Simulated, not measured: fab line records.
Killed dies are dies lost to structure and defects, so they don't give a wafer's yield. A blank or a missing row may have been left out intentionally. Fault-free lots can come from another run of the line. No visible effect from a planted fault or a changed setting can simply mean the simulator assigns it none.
fab line records    flow sky130
record: lots: 7  wafers: 21  last_day: 50
route steps=708 shown SONOS_ONO@168
lots that met no fault: taken from a fault-free run of the same line
start_h: start of the lot's first displayed wafer, in hours after the record's first day    wait_h: how many hours have passed since the lot's step before this one    " identical to the entry in the row above    L1.1+2: one row covering several wafers at once    - value missing, or start not given    * or withheld: withheld    < > ~ a bound
route shown NAME@n: a module of which the file shows steps, and the number in the route of the first    usual: mean/standard deviation taken from wafers without a fault    same: alike in all rows    chamber/n: place in a boat    sites: readings site by site    _std_site: standard deviation of those values    _edge_site: mean of outer sites minus mean of inner sites    radius_mm: how far each site lies from the wafer's centre    mask NAME#n: copy n    behind: the most recent tool/chamber to have shaped the wafer    hold: what put the lot on hold/how long, in hours/how the hold closed    device: whichever transistor did not switch (one of n, p or np)    end of line: the tests these same wafers got at the end of their route    a step without rows: its recipe alone    killed: not the wafer's yield, but the dies lost to structure and defects at the first sort    map: dies across one wafer; x = killed, . = not, _ = none there
set.NAME: setting as actually run; set.NAME@STEP: the setting as run at that earlier step    model.NAME: the simulator's own value behind a step, which no gauge read
lots at some steps of the route; a table a step, a row a wafer
== steps ==
step: SKY_SONOS_ONO_OXIDATION_00
recipe: temp_c: 800  ambient: O2  idle_temp_c: 700  ramp_up_c_per_min: 10  ramp_down_c_per_min: 3  stabilise_s: 600  purge_s: 300  target_thk_a: 26  ox_time_s: 1249
step: SKY_SONOS_ONO_THK_MEAS_01
recipe: reads: SiO2_of_SONOS_ONO_OXIDATION_00
usual: SONOS_ONO_OXIDATION_THK: 2.62/0.053
lot.wafer  tool           chamber  start_h  wait_h  SONOS_ONO_OXIDATION_THK[nm]
L739.1     film_metro-03  -        262.75   0.0     2.61
L739.2     "              -        "        "       2.56
L739.5     "              -        "        "       2.63
L741.1     film_metro-01  -        277.90   0.0     2.65
L741.2     "              -        "        "       2.64
L741.3     "              -        "        "       2.61
L753.2     film_metro-03  -        372.13   0.0     2.68
L753.4     "              -        "        "       2.65
L753.6     "              -        "        "       2.71
L754.2     film_metro-02  -        381.86   0.0     2.58
L754.4     "              -        "        "       2.59
L754.5     "              -        "        "       2.59
L755.1     film_metro-02  -        387.71   0.0     2.53
L755.4     "              -        "        "       2.65
L755.5     "              -        "        "       2.61
L759.3     film_metro-01  -        420.08   0.0     2.70
L759.5     "              -        "        "       2.60
L759.6     "              -        "        "       2.61
L760.1     film_metro-01  -        431.02   0.0     2.64
L760.5     "              -        "        "       2.57
L760.6     "              -        "        "       2.59
step: SKY_SONOS_ONO_CVD_02
recipe: material: Si3N4  precursor: DCS/NH3  target_thk_nm: 10.5  temp_c: 770  time_s: 180  pressure_mtorr: 250
step: SKY_SONOS_ONO_THK_MEAS_03
recipe: reads: Si3N4_of_SONOS_ONO_CVD_02
usual: SONOS_ONO_CVD_02_THK: 10.55/0.13
lot.wafer  tool           chamber  start_h  wait_h  SONOS_ONO_CVD_02_THK[nm]
L739.1     film_metro-01  -        265.57   0.0     10.52
L739.2     "              -        "        "       10.61
L739.5     "              -        "        "       10.61
L741.1     film_metro-01  -        282.03   0.0     10.54
L741.2     "              -        "        "       10.51
L741.3     "              -        "        "       10.33
L753.2     film_metro-02  -        373.24   0.0     10.55
L753.4     "              -        "        "       10.59
L753.6     "              -        "        "       10.43
L754.2     film_metro-03  -        382.97   0.0     10.50
L754.4     "              -        "        "       10.49
L754.5     "              -        "        "       10.62
L755.1     film_metro-02  -        388.82   0.0     10.48
L755.4     "              -        "        "       10.43
L755.5     "              -        "        "       10.45
L759.3     film_metro-03  -        421.19   0.0     10.62
L759.5     "              -        "        "       10.63
L759.6     "              -        "        "       10.70
L760.1     film_metro-01  -        432.66   0.0     10.65
L760.5     "              -        "        "       10.72
L760.6     "              -        "        "       10.61
step: SKY_SONOS_ONO_CVD_04
recipe: material: SiO2  precursor: SiH4/N2O  target_thk_nm: 5.7199  temp_c: 900  pressure_mtorr: 400
step: SKY_SONOS_ONO_THK_MEAS_05
recipe: reads: SiO2_of_SONOS_ONO_CVD_04
usual: SONOS_ONO_CVD_04_THK: 5.40/0.11
lot.wafer  tool           chamber  start_h  wait_h  SONOS_ONO_CVD_04_THK[nm]
L739.1     film_metro-02  -        266.88   0.0     5.32
L739.2     "              -        "        "       5.32
L739.5     "              -        "        "       5.48
L741.1     film_metro-01  -        283.34   0.0     5.41
L741.2     "              -        "        "       5.32
L741.3     "              -        "        "       5.32
L753.2     film_metro-02  -        374.55   0.0     5.46
L753.4     "              -        "        "       5.43
L753.6     "              -        "        "       5.44
L754.2     film_metro-03  -        384.28   0.0     5.53
L754.4     "              -        "        "       5.46
L754.5     "              -        "        "       5.41
L755.1     film_metro-01  -        390.13   0.0     5.51
L755.4     "              -        "        "       5.44
L755.5     "              -        "        "       5.62
L759.3     film_metro-01  -        422.69   0.0     5.36
L759.5     "              -        "        "       5.44
L759.6     "              -        "        "       5.32
L760.1     film_metro-03  -        433.97   0.0     5.67
L760.5     "              -        "        "       5.58
L760.6     "              -        "        "       5.63
step: SKY_SONOS_ONO_DEHYDRATE_06
recipe: temp_c: 200  time_s: 60
step: SKY_SONOS_ONO_HMDS_07
recipe: prime_time_s: 60  prime_temp_c: 120
step: SKY_SONOS_ONO_COAT_08
recipe: resist: NOVOLAK  spin_rpm: 3000  resist_thk_nm: 1140
step: SKY_SONOS_ONO_SOFTBAKE_09
recipe: temp_c: 90  time_s: 60  resist: NOVOLAK
step: SKY_SONOS_ONO_EXPOSE_10
recipe: mask_id: ONOM  target_cd_nm: 410  na: 0.6  source_shape: conventional  sigma_outer: 0.6  dose_mj: 150
step: SKY_SONOS_ONO_PEB_11
recipe: temp_c: withheld  time_s: *  resist: NOVOLAK
step: SKY_SONOS_ONO_DEVELOP_12
recipe: develop_time_s: 60  dev_temp_c: 23
usual: chill_plate_temp_C: 22.97/0.098  develop_time_s: 60/0
lot.wafer  tool            chamber  start_h  wait_h  chill_plate_temp_C  develop_time_s
L739.1     litho_track-01  0        290.77   0.1     22.70               60
L739.2     "               0        "        "       22.85               60
L739.5     "               0        "        "       22.87               60
L741.1     litho_track-04  0        307.21   0.1     22.99               60
L741.2     "               0        "        "       22.99               60
L741.3     "               0        "        "       23.07               60
L753.2     litho_track-03  -        403.01   0.1     -                   -
L753.4     "               -        "        "       -                   -
L753.6     "               -        "        "       -                   -
L754.2     litho_track-04  -        412.28   0.1     -                   -
L754.4     "               -        "        "       -                   -
L754.5     "               -        "        "       -                   -
L755.1     litho_track-04  -        419.11   0.1     -                   -
L755.4     "               -        "        "       -                   -
L755.5     "               -        "        "       -                   -
L759.3     litho_track-03  0        453.33   0.1     22.97               60
L759.5     "               0        "        "       23.18               60
L759.6     "               0        "        "       22.95               60
L760.1     litho_track-01  0        465.07   0.1     22.84               60
L760.5     "               0        "        "       22.72               60
L760.6     "               0        "        "       22.91               60
step: SKY_SONOS_ONO_CD_MEAS_13
recipe: target_cd_nm: 410
usual: cd_nm: 410.0/2.1
lot.wafer  tool       chamber  start_h  wait_h  cd_nm
L739.1     cd_sem-01  -        290.92   0.1     409.2
L739.2     "          -        "        "       408.5
L739.5     "          -        "        "       410.2
L741.1     cd_sem-02  -        307.36   0.1     406.8
L741.2     "          -        "        "       409.5
L741.3     "          -        "        "       407.3
L753.2     cd_sem-01  -        403.25   0.2     -
L753.4     "          -        "        "       -
L753.6     "          -        "        "       -
L754.2     cd_sem-02  -        412.43   0.1     -
L754.4     "          -        "        "       -
L754.5     "          -        "        "       -
L755.1     cd_sem-02  -        419.26   0.1     -
L755.4     "          -        "        "       -
L755.5     "          -        "        "       -
L759.3     cd_sem-01  -        453.47   0.1     411.6
L759.5     "          -        "        "       412.2
L759.6     "          -        "        "       409.4
L760.1     cd_sem-01  -        465.22   0.1     410.8
L760.5     "          -        "        "       408.6
L760.6     "          -        "        "       408.6
== key ==
first_sign: step: SKY_SONOS_ONO_DEVELOP_12  reading: tool_record  direction: missing
effect none on later readings
met_at SKY_SONOS_ONO_DEVELOP_12
struck_wafers L753.2,L753.4,L753.6,L754.2,L754.4,L754.5,L755.1,L755.4,L755.5
later_rows_left_out L753.2,L753.4,L753.6,L754.2,L754.4,L754.5,L755.1,L755.4,L755.5
sort_left_out L753.2,L753.4,L753.6,L754.2,L754.4,L754.5,L755.1,L755.4,L755.5
tester_left_out L753,L754,L755
onset_between 307.21 403.01
fault: kind: skipped_step_whole  tool: litho_track-03,litho_track-04  chamber: -  onset_h: 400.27  steps: SKY_SONOS_ONO_DEVELOP_12  scope: struck_lots_only
tester_left_out: of these lots the tester's yield and bins aren't shown, on N5 and GAA mostly nor the transistor test; their killed dies are dies lost to structure and defects alone, not to doping, threshold or leakage, so they don't give the yield
sort_left_out: the simulated sort isn't trusted on such a fault, so these wafers' sort isn't shown, and their yield isn't known
later_rows_left_out: the simulator's readings of these wafers behind a module that went badly wrong aren't trusted and aren't shown, but for the sort
